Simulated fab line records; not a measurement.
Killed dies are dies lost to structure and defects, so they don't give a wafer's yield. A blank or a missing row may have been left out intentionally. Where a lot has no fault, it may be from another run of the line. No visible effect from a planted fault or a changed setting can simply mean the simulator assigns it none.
8D (eight disciplines) problem report, filled in by code ; flow sky130 ; the parts of the form that need people (team, actions taken, sign-off) are left out

## 1. THE ISSUE
Wafers without a fault read 19.999, standard deviation 0.0061; beam_energy_keV at SKY_LDD_N_IMPLANT_08 reads a mean of 18.208 on 9 wafers belonging to 3 lots. That is -99 or more standard deviations from the usual mean.
First seen on wafer L917.2, day 21 16:07, on implanter-02. The record has a number at this step for 21 wafers belonging to 7 lots. The rule behind "out" and "out of limits": a value lying over 4 standard deviations away from the usual mean. All remaining wafers that have a number are taken as sound.

## 2. WHAT IT IS, WHAT IT ISN'T
question;is;is not
which readings at this step;beam_energy_keV;-
which lots;L917, L918, L919;L906, L910, L927, L929
which wafers of those lots;all that have a number;-
read on which tools;implanter-02;implanter-01, implanter-03
when;from day 21 16:07;"up to then (6 sound wafers); but 6 sound wafers of L927, L929 came after"

## 3. WHAT RULES OUT EACH SUSPECT
Counting: a tool stays on the suspect list if, at a process step up to the reading, it processed all lots that are out and no sound lot following the first of them.
- implanter-02 at SKY_LDD_N_IMPLANT_08: kept. It ran every lot that is out, first L917 (day 21 16:07), and no sound lot after that; its last sound lot up to then is L906 (day 17 20:41). Its own beam_energy_keV readings are out on those wafers.
Remaining after the count: implanter-02 at SKY_LDD_N_IMPLANT_08.

## 4. THE CAUSE (what the simulator had put in)
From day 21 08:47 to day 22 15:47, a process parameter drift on implanter-02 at SKY_LDD_N_IMPLANT_08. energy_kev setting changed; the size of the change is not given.
Only this tool survived the counting.

## 5. THE CHAIN OF EFFECTS, in route order
Each row: a reading where the mean over the struck wafers with a number is more than 3 standard deviations away from the usual. Readings are gone through only where the record gives a usual standard deviation; hours: the median, over the lots, of the time from a lot's start at the first step in this table giving one to that lot's start at this step; sigmas: the change measured in usual standard deviations.
hours;step;reading;usual;on struck wafers;change;sigmas
0;SKY_LDD_N_IMPLANT_08;beam_energy_keV;19.999;18.208;-1.791;-99 or more
Its process steps:
- SKY_LDD_N_IMPLANT_08

## 6. WHAT WOULD HAVE CAUGHT IT SOONER
In this record no reading fell out of limits until day 21 16:07, 7 hours after the fault had begun at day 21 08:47.
